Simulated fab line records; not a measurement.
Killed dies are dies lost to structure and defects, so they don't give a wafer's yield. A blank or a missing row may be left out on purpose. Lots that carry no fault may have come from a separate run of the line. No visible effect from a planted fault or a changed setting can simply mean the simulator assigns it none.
Comparing a struck lot with a sound one ; flow sky130 ; 15 out of 708 route steps
Sound: these wafers, L964.3, L964.4, L964.5. Wafers L965.2, L965.3, L965.5 were the ones struck. At the end, the cause is stated.
For every step that has rows: the tool of each side, followed by ch and its chambers, followed by its first start. Under that, the readings that differ: sound wafers ; struck wafers ; difference of the means ; sigmas: that difference in standard deviations of wafers without a fault.
alike: readings with means less than 2 such deviations apart, plus words and numbers identical on both sides. not compared: withheld readings, readings lacking a value on some wafer, bounds such as >300 that could conceal the same value, and numbers that have no deviation in the record and whose values overlap.
A row with sigmas, a row that says differs or no value, or rows on one side alone: a step with any of these is where the two part. Numbers that don't overlap but have no deviation are shown without sigmas and don't part them. A reading that every wafer of one side lacks parts them only if that side has two wafers or more.

SKY_LDD_HVP_TW_MEAS_10:
  sound: filmMetro-02 at day 23 12:25; struck: filmMetro-02 at day 24 03:43
  alike: LDD_HVP_TW
then, 7 steps without rows for these wafers: SKY_LDD_LDN_DEHYDRATE_00 (time 60 s); SKY_LDD_LDN_HMDS_01 (prime time 60 s); SKY_LDD_LDN_COAT_02 (resist thk 1140 nm); SKY_LDD_LDN_SOFTBAKE_03 (time 60 s); SKY_LDD_LDN_EXPOSE_04 (exposes mask LDNTM, target cd 700 nm); SKY_LDD_LDN_PEB_05; SKY_LDD_LDN_DEVELOP_06 (develop time 60 s).
SKY_LDD_LDN_OVL_MEAS_07:
  sound: overlay-01 at day 24 17:39; struck: overlay-02 at day 25 09:16
  alike: LDD_LDN_OVL
then, 3 steps without rows for these wafers: SKY_LDD_LDN_IMPLANT_08; SKY_LDD_LDN_IMPLANT_09; SKY_LDD_LDN_IMPLANT_10.
SKY_LDD_LDN_IMPLANT_11:
  sound on implanter-01 ch 0, day 24 18:10; struck on implanter-01 ch 0, day 25 09:46
reading;sound;struck;difference;sigmas
doseIonsCm2;1.251e+13 1.2504e+13 1.2494e+13;1.1629e+13 1.1633e+13 1.1613e+13;-8.7767e+11;-68
faradayCurrentUA;68.1 67.7 68.8;66.4 61.5 64.4;-4.1;-3
SKY_LDD_LDN_STRIP_12: strips in O2/N2.
  sound on plasmaAsher-04 ch 0,1, day 24 18:18; struck on plasmaAsher-03 ch 0,1, day 25 09:53
  alike: chamberPressureMTorr, drypumpMotorCurrentA, oesProductAu, stripTimeToEndpointS
  not compared: rfHoursCounterH
-- a jump in the record: the struck wafers' starts before and after are 24 days apart (it breaks off in module LDD_LDN and resumes in module PAD_OPEN, where the first step shown is number 708 of the route) --
SKY_PAD_OPEN_PROBE_99:
  sound: prober-01 at day 47 02:50; struck: prober-01 at day 49 15:06
  alike: killed_at_M0_to_M3, killed_at_M4_up, killedAtContacts, killedAtFrontEnd, killedAtOther, killedDies, killedOpen, killedShort

WHERE THEY PART
At SKY_LDD_LDN_IMPLANT_11 and nowhere else, as far as this record goes. Later steps at which nothing parts them and some readings are alike: SKY_LDD_LDN_STRIP_12, SKY_PAD_OPEN_PROBE_99.

WHY: what had been put in by the simulator
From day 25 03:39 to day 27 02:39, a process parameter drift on implanter-01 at SKY_LDD_LDN_IMPLANT_11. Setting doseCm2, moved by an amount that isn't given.
